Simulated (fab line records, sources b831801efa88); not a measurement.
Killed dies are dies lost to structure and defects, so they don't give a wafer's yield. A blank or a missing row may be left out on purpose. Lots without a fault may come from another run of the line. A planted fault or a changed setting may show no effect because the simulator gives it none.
fab line records | flow sky130
record lots=5 wafers=15 last_day=50
route steps=708 shown LDD_N@252 LDD_P@255
lots that met no fault: from a run of the same line without faults
start_h: hours from the record's first day to the start of the lot's first wafer shown | wait_h: hours since the lot's step before | " the same as in the row above | L1.1+2: a row that stands for several wafers | - no value, or no start given | * or withheld: withheld | < > ~ a bound
route shown NAME@n: a module of which the file shows steps, and the number in the route of the first | usual: mean/standard deviation of fault-free wafers | same: alike in all rows | chamber/n: place in a boat | sites: the reading at each site | _std_site: their standard deviation | _edge_site: outer sites' mean less inner sites' | radius_mm: how far each site lies from the wafer's centre | mask NAME#n: copy n | behind: the tool/chamber that last shaped the wafer | hold: why the lot was held/for how many hours/how that ended | device: the transistor (n, p or np) that didn't switch | end of line: the same wafers' tests at the end of the route | a step without rows: its recipe alone | killed: dies lost to structure and defects at the first sort, not the wafer's yield | map: a wafer's dies, x killed, . not, _ none there
set.NAME: the setting as run; set.NAME@STEP: as run at that earlier step | model.NAME: the simulator's own value behind a step, which no gauge read
lots at some steps of the route; a table a step, a row a wafer
services: from which hour (start_h, from the record's first day; less than 0 if before it) a tool's chamber was out of use, for how many hours, and why
## steps
# step SKY_LDD_N_IMPLANT_15
# recipe species=BF2 energy_kev=50 dose_cm2=5e+12 tilt_deg=30 rotation_deg=270
# columns lot.wafer tool chamber start_h wait_h
L074.1+2+3 implanter-03 0 388.84 0.1
L075.1+2+6 implanter-03 0 397.21 0.1
L093.1+2+5 implanter-03 0 569.53 0.1
L096.1+3+5 implanter-01 0 592.39 0.1
L097.2+3+5 implanter-04 0 595.46 0.1
# step SKY_LDD_N_STRIP_16
# recipe chemistry=O2/N2 power_w=1400 pressure_mtorr=1500 platen_temp_c=withheld o2_flow_sccm=3000 n2_flow_sccm=300 overash_fraction=0.5
# usual drypump_motor_current_A=6.1/0.48 oes_product_au=0.406/0.0047 strip_time_to_endpoint_s=4.309/0.014
# columns lot.wafer tool chamber start_h wait_h drypump_motor_current_A oes_product_au rf_hours_counter_h strip_time_to_endpoint_s
L074.1 plasma_asher-01 0 388.99 0.1 6.0 0.404 57 4.302
L074.2 " 1 " " 5.7 0.406 57 4.298
L074.3 " 0 " " 6.0 0.412 - 4.285
L075.1 plasma_asher-04 0 397.36 0.1 6.1 0.411 70 4.281
L075.2 " 1 " " 5.4 0.400 70 4.276
L075.6 " 0 " " 6.1 0.412 - 4.310
L093.1 plasma_asher-01 1 569.68 0.1 5.7 0.405 74 4.303
L093.2 " 0 " " 5.9 0.414 74 4.329
L093.5 " 0 " " 6.0 0.404 - 4.321
L096.1 plasma_asher-04 0 592.54 0.1 6.1 0.398 90 4.314
L096.3 " 0 " " 6.1 0.399 - 4.312
L096.5 " 0 " " 6.1 0.407 - 4.327
L097.2 plasma_asher-01 1 595.58 0.1 5.7 0.405 77 4.305
L097.3 " 1 " " 5.7 0.406 - 4.292
L097.5 " 0 " " 6.0 0.406 - 4.295
# step SKY_LDD_N_TW_MEAS_17
# usual LDD_N_TW=2570/21
# columns lot.wafer tool chamber start_h wait_h LDD_N_TW
L074.1 film_metro-01 - 389.09 0.1 2563
L074.2 " - " " 2586
L074.3 " - " " 2584
L075.1 film_metro-01 - 397.46 0.1 2570
L075.2 " - " " 2561
L075.6 " - " " 2567
L093.1 film_metro-04 - 569.78 0.1 2598
L093.2 " - " " 2591
L093.5 " - " " 2609
L096.1 film_metro-01 - 592.64 0.1 2575
L096.3 " - " " 2572
L096.5 " - " " 2573
L097.2 film_metro-02 - 595.69 0.1 2544
L097.3 " - " " 2550
L097.5 " - " " 2559
# step SKY_LDD_P_DEHYDRATE_00
# recipe temp_c=200 time_s=60
# columns lot.wafer tool chamber start_h wait_h
L074.1+2+3 litho_track-04 0 403.40 14.3
L075.1+2+6 litho_track-02 0 410.97 13.5
L093.1+2+5 litho_track-03 0 584.13 14.3
L096.1+3+5 litho_track-02 0 606.47 13.8
L097.2+3+5 litho_track-03 0 609.61 13.9
# step SKY_LDD_P_HMDS_01
# recipe prime_time_s=60 prime_temp_c=120
# columns lot.wafer tool chamber start_h wait_h
L074.1+2+3 litho_track-04 0 403.55 0.1
L075.1+2+6 litho_track-02 0 411.12 0.1
L093.1+2+5 litho_track-03 0 584.28 0.1
L096.1+3+5 litho_track-02 0 606.62 0.1
L097.2+3+5 litho_track-03 0 609.76 0.1
# step SKY_LDD_P_COAT_02
# recipe resist=NOVOLAK spin_rpm=3000 resist_thk_nm=1140
# columns lot.wafer tool chamber start_h wait_h
L074.1+2+3 litho_track-04 0 403.70 0.1
L075.1+2+6 litho_track-02 0 411.27 0.1
L093.1+2+5 litho_track-03 0 584.43 0.1
L096.1+3+5 litho_track-02 0 606.77 0.1
L097.2+3+5 litho_track-03 0 609.91 0.1
# step SKY_LDD_P_SOFTBAKE_03
# recipe temp_c=90 time_s=60 resist=NOVOLAK
# columns lot.wafer tool chamber start_h wait_h
L074.1+2+3 litho_track-04 0 403.85 0.1
L075.1+2+6 litho_track-02 0 411.42 0.1
L093.1+2+5 litho_track-03 0 584.58 0.1
L096.1+3+5 litho_track-02 0 606.92 0.1
L097.2+3+5 litho_track-03 0 610.06 0.1
# step SKY_LDD_P_EXPOSE_04
# recipe mask_id=PSDM na=0.6 source_shape=conventional sigma_outer=0.6 polarization=unpolarized target_cd_nm=380 dose_mj=138
# columns lot.wafer tool chamber start_h wait_h mask
L074.1+2+3 iline_stepper-01 0 - - PSDM#0
L075.1+2+6 iline_stepper-02 0 - - PSDM#0
L093.1+2+5 iline_stepper-02 0 - - PSDM#0
L096.1+3+5 iline_stepper-02 0 - - PSDM#0
L097.2+3+5 iline_stepper-01 0 - - PSDM#0
# step SKY_LDD_P_PEB_05
# recipe temp_c=withheld time_s=* resist=NOVOLAK
# columns lot.wafer tool chamber start_h wait_h
L074.1+2+3 litho_track-04 0 - -
L075.1+2+6 litho_track-04 0 - -
L093.1+2+5 litho_track-04 0 - -
L096.1+3+5 litho_track-03 0 - -
L097.2+3+5 litho_track-03 0 - -
# step SKY_LDD_P_DEVELOP_06
# recipe resist=NOVOLAK developer=TMAH develop_time_s=60 dev_temp_c=23
# columns lot.wafer tool chamber start_h wait_h
L074.1+2+3 litho_track-04 0 417.30 0.1
L075.1+2+6 litho_track-04 0 426.60 0.1
L093.1+2+5 litho_track-04 0 598.95 0.1
L096.1+3+5 litho_track-03 0 620.78 0.1
L097.2+3+5 litho_track-03 0 624.26 0.1
# step SKY_LDD_P_CD_MEAS_07
# recipe target_cd_nm=380
# usual cd_nm=380.2/2.4
# columns lot.wafer tool chamber start_h wait_h cd_nm
L074.1 cd_sem-02 - 417.45 0.1 380.5
L074.2 " - " " 383.2
L074.3 " - " " 385.4
L075.1 cd_sem-02 - 426.75 0.1 381.9
L075.2 " - " " 382.7
L075.6 " - " " 381.6
L093.1 cd_sem-01 - 599.10 0.1 383.3
L093.2 " - " " 383.0
L093.5 " - " " 381.7
L096.1 cd_sem-01 - 620.93 0.1 379.0
L096.3 " - " " 378.9
L096.5 " - " " 380.0
L097.2 cd_sem-01 - 624.40 0.1 375.8
L097.3 " - " " 375.2
L097.5 " - " " 376.7
# step SKY_LDD_P_OVL_MEAS_08
# usual LDD_P_OVL=0.6/1.4
# columns lot.wafer tool chamber start_h wait_h LDD_P_OVL[nm]
L074.1 overlay-01 - 417.57 0.1 1.2
L074.2 " - " " 0.7
L074.3 " - " " 1.3
L075.1 overlay-01 - 426.87 0.1 0.1
L075.2 " - " " 0.2
L075.6 " - " " -0.5
L093.1 overlay-01 - 599.22 0.1 1.3
L093.2 " - " " 3.2
L093.5 " - " " 2.2
L096.1 overlay-02 - 621.05 0.1 1.4
L096.3 " - " " 0.9
L096.5 " - " " 0.2
L097.2 overlay-02 - 624.51 0.1 -1.0
L097.3 " - " " -1.8
L097.5 " - " " -1.5
# step SKY_LDD_P_IMPLANT_09
# recipe species=BF2 energy_kev=25 dose_cm2=1e+13 tilt_deg=withheld
# columns lot.wafer tool chamber start_h wait_h
L074.1+2+3 implanter-03 0 417.61 0.0
L075.1+2+6 implanter-04 0 426.91 0.0
L093.1+2+5 implanter-03 0 599.25 0.0
L096.1+3+5 implanter-02 0 621.09 0.0
L097.2+3+5 implanter-02 0 624.56 0.0
## services
# columns tool chamber start_h hours kind
iline_stepper-01 - 366.18 3.9 repair
implanter-02 - 372.23 31.4 pm
implanter-04 - 387.75 2.7 repair
iline_stepper-02 - 399.29 1.7 pm
implanter-04 - 400.65 1.7 repair
implanter-04 - 416.44 3.4 pm
plasma_asher-01 - 417.94 3.0 repair
implanter-03 - 427.16 1.8 repair
plasma_asher-04 - 431.31 3.4 repair
implanter-01 - 431.83 2.7 repair
implanter-04 - 444.44 2.9 repair
iline_stepper-01 - 561.59 1.7 pm
implanter-04 - 564.65 0.5 repair
implanter-02 - 566.96 3.0 repair
implanter-04 - 588.23 1.9 repair
implanter-02 - 588.60 2.0 repair
plasma_asher-04 - 601.69 2.1 repair
iline_stepper-02 - 617.47 1.7 pm
implanter-03 - 620.41 1.8 repair
## key
fault none
